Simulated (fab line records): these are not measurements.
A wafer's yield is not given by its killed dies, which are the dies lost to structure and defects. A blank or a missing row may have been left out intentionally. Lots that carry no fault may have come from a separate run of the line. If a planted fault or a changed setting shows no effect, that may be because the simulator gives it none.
A struck lot beside a sound one | flow sky130 | 15 steps out of a route of 708
Sound: wafers L288.1, L288.3, L288.6. Struck: wafer L305.2 (L305.1, L305.6, from the same lot, were not struck and are left out); the cause is given at the end.
Per side, at each step with rows, come the tool, then ch with its chambers, and then its first start. Under that, the readings that differ: sound wafers | struck wafers | difference of the means | sigmas: that difference in standard deviations of wafers without a fault.
alike: same words and numbers on both sides, and readings whose means sit less than 2 such deviations apart. not compared: any withheld reading, any reading some wafer has no value for, any bound like >300 that may hide the same value, and any number with overlapping values for which the record gives no deviation.
The two part at a step that has a row with sigmas, a row that says differs or no value, or rows on one side only. Numbers that don't overlap but have no deviation are shown without sigmas and don't part them. A reading that every wafer of one side lacks parts them only if that side has two wafers or more.

first, 4 steps without rows for these wafers: SKY_VIA2_SOFTBAKE_08 (time 90 s); SKY_VIA2_EXPOSE_09 (exposes mask VIM2, target cd 200 nm); SKY_VIA2_PEB_10; SKY_VIA2_DEVELOP_11 (develop time 60 s).
SKY_VIA2_CD_MEAS_12 targets a cd of 200 nm.
  sound: cdSem-02 at day 37 07:50; struck: cdSem-02 at day 42 15:56
  alike: cdNm
SKY_VIA2_OVL_MEAS_13:
  sound: overlay-02 at day 37 07:58; struck: overlay-01 at day 42 16:04
  alike: VIA2_OVL
SKY_VIA2_ETCH_14: etches BARC in N2/H2, stops on SiO2, time 45.9 s, target depth 60 nm.
  sound on rieDiel-04 ch 0,2,3, day 37 07:59; struck on rieDiel-03 ch 0, day 42 16:05
  alike: drypumpMotorCurrentA, n2FlowSccm, oesProductAu, throttleValvePct
  not compared: rfHoursCounterH
SKY_VIA2_ETCH_15: etches SiO2 in C4F8/O2/Ar, stops on TiN, target depth 546 nm, time 84 s.
  sound on rieDiel-04 ch 0,2,3, day 37 08:02; struck on rieDiel-03 ch 0, day 42 16:08
  alike: oesProductAu
  not compared: rfHoursCounterH
SKY_VIA2_STRIP_16: strips in O2/N2.
  sound on plasmaAsher-02 ch 0,1, day 37 08:06; struck on plasmaAsher-02 ch 0, day 42 16:12
  alike: drypumpMotorCurrentA, n2FlowSccm, oesProductAu, stripTimeToEndpointS
  not compared: rfHoursCounterH
then, 3 steps without rows for these wafers: SKY_VIA2_STRIP_17 (strips in post etch residue remover, time 1200 s); SKY_VIA2_CLEAN_18 (cleans in IPA, time 180 s); SKY_VIA2_CLEAN_19 (cleans in O3/DIW).
SKY_VIA2_SPUTTER_20: material TiN, target thk 20 nm, time 80 s.
  sound: pvdSputter-02 at day 37 08:41; struck: pvdSputter-04 at day 42 16:58
reading                                 | sound             | struck | difference | sigmas
chamberPressurePa (Pa)                  | 5.006 4.981 4.992 | 6.447  | +1.454     | +99 or more
throttleValvePct (%)                    | 27.9 30.2 30.3    | 26.1   | -3.4       | -4
model.TiN_of_VIA2_SPUTTER_20.thkNm (nm) | 20.13 20.49 20.36 | 16.22  | -4.11      | 
SKY_VIA2_CVD_21: deposits W, target thk 420 nm, time 126.4 s.
  sound on cvdW-02 ch 0, day 37 08:45; struck on cvdW-01 ch 1, day 42 17:01
reading          | sound       | struck | difference | sigmas
heaterPowerW (W) | 862 890 879 | 745    | -132       | -3
  alike: susceptorTempC
next, for these wafers, 1 step has no rows: SKY_PAD_OPEN_PROBE_99.

WHERE THEY PART
Earliest at SKY_VIA2_SPUTTER_20; latest, in this record, at SKY_VIA2_CVD_21.

WHY: the cause the simulator had injected
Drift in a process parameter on pvdSputter-04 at SKY_VIA2_SPUTTER_20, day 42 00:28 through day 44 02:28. Setting chamberPressurePa shifted by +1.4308 from 5. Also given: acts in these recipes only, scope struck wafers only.
